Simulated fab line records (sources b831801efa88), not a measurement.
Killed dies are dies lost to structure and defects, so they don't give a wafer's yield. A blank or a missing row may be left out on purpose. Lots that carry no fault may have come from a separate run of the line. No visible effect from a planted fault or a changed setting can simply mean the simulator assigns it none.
Struck lot and sound lot, side by side	flow sky130	44 out of 708 route steps
Sound: the wafers L923.2, L923.5, L923.6. Struck: wafer L927.1. The cause comes at the end.
At each step with rows: each side's tool, then ch and its chambers, then its first start. Under that, the readings that differ: sound wafers	struck wafers	difference of the means	sigmas: that difference in standard deviations of wafers without a fault.
alike: same words and numbers on both sides, and readings whose means sit less than 2 such deviations apart. not compared: any withheld reading, any reading some wafer has no value for, any bound like >300 that may hide the same value, and any number with overlapping values for which the record gives no deviation.
The two part at a step that has a row with sigmas, a row that says differs or no value, or rows on one side only. When numbers do not overlap yet have no deviation, they are printed without sigmas and do not part them. A reading that every wafer of one side lacks parts them only if that side has two wafers or more.

first, 2 steps without rows for these wafers: SKY_VIA3_CLEAN_18 (cleans in IPA, time 180 s); SKY_VIA3_CLEAN_19 (cleans in O3/DIW).
SKY_VIA3_SPUTTER_20: material TiN, target thk 20 nm, time 80 s.
  sound on pvd_sputter-01 at day 41 04:45; struck on pvd_sputter-04 at day 42 10:01
  alike: throttle_valve_pct
then, 1 step without rows for these wafers: SKY_VIA3_CVD_21 (deposits W, target thk 390 nm, time 117.31 s).
SKY_VIA3_RS_MEAS_22: measures by four-point-probe.
  sound on film_metro-02 at day 41 04:57; struck on film_metro-01 at day 42 10:13
  alike: VIA3_W_RS
SKY_VIA3_THK_MEAS_23: measures by xrf.
  sound on film_metro-02 at day 41 05:04; struck on film_metro-01 at day 42 10:20
  alike: VIA3_W_THK
SKY_VIA3_CMP_24: polishes, stops on SiO2, t overpolish 20 s, target thk 0 nm.
  sound on cmp-01 ch 1,2,3, day 41 05:27; struck on cmp-01 ch 1, day 42 10:29
reading	sound	struck	difference	sigmas
overpolish_run_s (s)	20.011 19.998 19.985	19.977	-0.021	-2
  alike: motor_current_A, time_to_endpoint_s
then, 1 step without rows for these wafers: SKY_METAL4_SPUTTER_00 (material Ti, target thk 15 nm, time 10 s).
SKY_METAL4_SPUTTER_01: material TiN, target thk 20 nm, time 16.7 s.
  sound on pvd_sputter-03 at day 41 05:38; struck on pvd_sputter-02 at day 42 10:43
  alike: throttle_valve_pct
SKY_METAL4_SPUTTER_02: material AlCu, target thk 735 nm, time 39.1 s.
  sound on pvd_sputter-03 at day 41 05:39; struck on pvd_sputter-02 at day 42 10:44
  alike: throttle_valve_pct
SKY_METAL4_SPUTTER_03: material Ti, target thk 5 nm, time 3.3 s.
  sound on pvd_sputter-03 at day 41 05:41; struck on pvd_sputter-02 at day 42 10:46
  alike: throttle_valve_pct
then, 1 step without rows for these wafers: SKY_METAL4_SPUTTER_04 (material TiN, target thk 70 nm, time 58.3 s).
SKY_CAP2M_CVD_00: deposits SiO2, target thk 15.5 nm.
  sound on pecvd-04 ch 0,1,2, day 41 05:46; struck on pecvd-03 ch 1, day 42 10:50
  alike: heater_power_w
SKY_CAP2M_THK_MEAS_01:
  sound on film_metro-03 at day 41 05:47; struck on film_metro-03 at day 42 10:52
reading	sound	struck	difference	sigmas
CAP2M_CVD_00_THK (nm)	15.43 15.20 15.33	13.67	-1.65	-7
then, 1 step without rows for these wafers: SKY_CAP2M_SPUTTER_02 (material TiN, target thk 200 nm, time 166.7 s).
SKY_CAP2M_RS_MEAS_03: measures by four-point-probe.
  sound on film_metro-02 at day 41 05:58; struck on film_metro-03 at day 42 11:02
reading	sound	struck	difference	sigmas
CAP2M_TIN_RS (ohm/sq)	7.05 7.03 6.97	6.82	-0.20	-3
SKY_CAP2M_THK_MEAS_04: measures by xrf.
  sound on film_metro-02 at day 41 06:05; struck on film_metro-03 at day 42 11:09
reading	sound	struck	difference	sigmas
CAP2M_TIN_THK (nm)	198.9 198.6 200.8	206.4	+7.0	+4
then, 7 steps without rows for these wafers: SKY_CAP2M_DEHYDRATE_05 (time 60 s); SKY_CAP2M_HMDS_06 (prime time 60 s); SKY_CAP2M_COAT_07 (resist thk 1140 nm); SKY_CAP2M_SOFTBAKE_08 (time 60 s); SKY_CAP2M_EXPOSE_09 (exposes mask CAP2M, target cd 1000 nm); SKY_CAP2M_PEB_10; SKY_CAP2M_DEVELOP_11 (develop time 60 s).
SKY_CAP2M_OVL_MEAS_12:
  sound on overlay-01 at day 42 05:19; struck on overlay-01 at day 43 09:36
  alike: CAP2M_OVL
then, 13 steps without rows for these wafers: SKY_CAP2M_METAL_ETCH_13 (etches TiN in Cl2/BCl3, stops on SiO2, target depth 220 nm, time 62.9 s); SKY_CAP2M_STRIP_14 (strips in O2/N2); SKY_CAP2M_STRIP_15 (strips in post etch residue remover, time 1200 s); SKY_CAP2M_CLEAN_16 (cleans in IPA, time 180 s); SKY_CAP2M_CLEAN_17 (cleans in O3/DIW); SKY_METAL4_DEHYDRATE_05 (time 60 s); SKY_METAL4_HMDS_06 (prime time 60 s); SKY_METAL4_COAT_07 (resist thk 60 nm); SKY_METAL4_COAT_08 (resist thk 1140 nm); SKY_METAL4_SOFTBAKE_09 (time 90 s); SKY_METAL4_EXPOSE_10 (exposes mask MM4, target cd 300 nm); SKY_METAL4_PEB_11; SKY_METAL4_DEVELOP_12 (develop time 60 s).
SKY_METAL4_CD_MEAS_13 targets a cd of 300 nm.
  sound on cd_sem-02 at day 43 05:31; struck on cd_sem-01 at day 44 08:30
  alike: cd_nm
SKY_METAL4_OVL_MEAS_14:
  sound on overlay-01 at day 43 05:37; struck on overlay-02 at day 44 08:37
reading	sound	struck	difference	sigmas
METAL4_OVL (nm)	5 -3 4	15	+13	+2
then, 2 steps without rows for these wafers: SKY_METAL4_DESCUM_15 (chemistry O2, time 8 s); SKY_METAL4_ETCH_16 (etches BARC in N2/H2, stops on SiO2, time 85.54 s, target depth 60 nm).
SKY_METAL4_ETCH_17: etches SiO2 in C4F8/O2/Ar, stops on TiN, time 3.9 s, target depth 15 nm.
  sound on rie_diel-02 ch 1,2,3, day 43 05:47; struck on rie_diel-02 ch 2, day 44 08:47
reading	sound	struck	difference	sigmas
oes_product_au (a.u.)	0.754 0.750 0.751	0.705	-0.047	-6
-- the record jumps here: 4 days lie between the struck wafers' starts before and after (it left off in module METAL4 and takes up again in module PAD_OPEN, whose first step shown is number 708 of the route) --
SKY_PAD_OPEN_PROBE_99:
  sound on prober-02 at day 47 01:49; struck on prober-01 at day 48 03:16
reading	sound	struck	difference	sigmas
killed_at_M4_up	5 1 2	8	+5	+3
killed_at_other	1 1 2	0	-1	-2
model.etest.tester.sort_n_pass	406 415 408	352	-58	
model.etest.tester.sort_bin_5_pct (%)	9.959 9.35 10.98	20.12	+10.02	
model.etest.tester.sort_yield_pct (%)	82.52 84.35 82.93	71.54	-11.73	
model.etest.cap_mim2.c_ff_um2_rim_less_centre	-0.01726 -0.007609 -0.01282	0.7913	+0.8039	
model.etest.tester.sort_bin_8_pct (%)	0 0 0	1.199e-06	+1.199e-06	
  alike: defect_limited_yield, killed_at_M0_to_M3, killed_at_contacts, killed_at_front_end, killed_dies, killed_open, killed_short
  not compared: model.etest.tester.sort_bin_4_pct

WHERE THEY PART
Last at SKY_PAD_OPEN_PROBE_99 as far as this record goes, first at SKY_VIA3_CMP_24.

WHY: what the simulator had put in
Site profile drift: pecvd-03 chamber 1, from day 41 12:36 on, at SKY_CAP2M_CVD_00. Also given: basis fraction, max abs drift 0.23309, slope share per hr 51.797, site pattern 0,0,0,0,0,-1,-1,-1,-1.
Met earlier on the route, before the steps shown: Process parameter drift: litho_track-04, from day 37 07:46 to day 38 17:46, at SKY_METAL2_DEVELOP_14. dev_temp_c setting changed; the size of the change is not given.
